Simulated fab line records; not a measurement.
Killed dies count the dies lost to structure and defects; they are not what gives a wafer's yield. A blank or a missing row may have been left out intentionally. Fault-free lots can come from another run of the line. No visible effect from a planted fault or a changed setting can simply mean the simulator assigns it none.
Struck lot and sound lot, side by side || flow sky130 || 15 out of 708 route steps
Sound: the wafers L680.1, L680.2, L680.6. Struck: wafers L690.3, L690.4, L690.5. At the end, the cause is stated.
Order at every step that has rows: each side's tool, ch and its chambers, its first start. Under that, the readings that differ: sound wafers || struck wafers || difference of the means || sigmas: that difference in standard deviations of wafers without a fault.
alike: same words and numbers on both sides, and readings whose means sit less than 2 such deviations apart. not compared: any withheld reading, any reading some wafer has no value for, any bound like >300 that may hide the same value, and any number with overlapping values for which the record gives no deviation.
The two part at a step that has a row with sigmas, a row that says differs or no value, or rows on one side only. Numbers that have no deviation but don't overlap get no sigmas and don't part them. A reading that every wafer of one side lacks parts them only if that side has two wafers or more.

first, 8 steps without rows for these wafers: SKY_METAL1_DEHYDRATE_07 (time 60 s); SKY_METAL1_HMDS_08 (prime time 60 s); SKY_METAL1_COAT_09 (resist thk 60 nm); SKY_METAL1_COAT_10 (resist thk 450 nm); SKY_METAL1_SOFTBAKE_11 (time 90 s); SKY_METAL1_EXPOSE_12 (exposes mask MM1, target cd 140 nm); SKY_METAL1_PEB_13; SKY_METAL1_DEVELOP_14 (develop time 60 s).
SKY_METAL1_CD_MEAS_15: target cd 140 nm.
  sound on cd_sem-02 at day 33 06:06; struck on cd_sem-01 at day 36 11:07
  alike: cd_nm
SKY_METAL1_OVL_MEAS_16:
  sound on overlay-01 at day 33 06:13; struck on overlay-01 at day 36 11:13
  alike: METAL1_OVL
SKY_METAL1_DESCUM_17: chemistry O2, time 8 s.
  sound on rie_metal-01 ch 0,1, day 33 06:15; struck on rie_metal-01 ch 0,1, day 36 11:15
{"reading": "oes_product_au (a.u.)", "sound": "1.014 0.989 1.002", "struck": "1.008 1.034 1.026", "difference": "+0.021", "sigmas": "+2"}
  alike: drypump_motor_current_A
  not compared: rf_hours_counter_h
SKY_METAL1_ETCH_18: etches BARC in N2/H2, stops on SiO2, time 45.9 s, target depth 60 nm.
  sound on rie_metal-01 ch 0,1, day 33 06:17; struck on rie_metal-01 ch 0,1, day 36 11:17
  alike: bias_w, chamber_pressure_mTorr, drypump_motor_current_A, oes_product_au, throttle_valve_pct
  not compared: rf_hours_counter_h
SKY_METAL1_METAL_ETCH_19: etches the open film in Cl2/BCl3, stops on SiO2, target depth 360 nm, time 78 s.
  sound on rie_metal-01 ch 0,1, day 33 06:21; struck on rie_metal-01 ch 0,1, day 36 11:22
  no value came back on the struck wafers for any of 6 readings (bcl3_flow_sccm (sccm), bias_w (W) and others); on the sound wafers bcl3_flow_sccm (sccm) reads 30.25 30.12 30.02
{"reading": "model.KrF-thick_of_METAL1_COAT_10.thk_nm (nm)", "sound": "147.4 155.9 155.4", "struck": "392.8 391.6 389.7", "difference": "+238.5", "sigmas": ""}
{"reading": "model.SiO2_of_CONTACT_HDPCVD_02.thk_nm (nm)", "sound": "324.9 325.2 326", "struck": "337.4 335.5 336.9", "difference": "+11.2", "sigmas": ""}
  not compared: rf_hours_counter_h
SKY_METAL1_STRIP_20: strips in O2/N2.
  sound on plasma_asher-03 ch 0,1, day 33 06:26; struck on plasma_asher-02 ch 0,1, day 36 11:28
{"reading": "oes_product_au (a.u.)", "sound": "0.339 0.349 0.344", "struck": "0.446 0.448 0.438", "difference": "+0.100", "sigmas": "+19"}
{"reading": "strip_time_to_endpoint_s (s)", "sound": "2.56 2.67 2.65", "struck": "5.22 5.16 5.17", "difference": "+2.56", "sigmas": "+52"}
  alike: drypump_motor_current_A
  not compared: rf_hours_counter_h
then, 1 step without rows for these wafers: SKY_METAL1_STRIP_21 (strips in post etch residue remover, time 1200 s).

WHERE THEY PART
Last at SKY_METAL1_STRIP_20 as far as this record goes, first at SKY_METAL1_DESCUM_17.

WHY: what the simulator had put in
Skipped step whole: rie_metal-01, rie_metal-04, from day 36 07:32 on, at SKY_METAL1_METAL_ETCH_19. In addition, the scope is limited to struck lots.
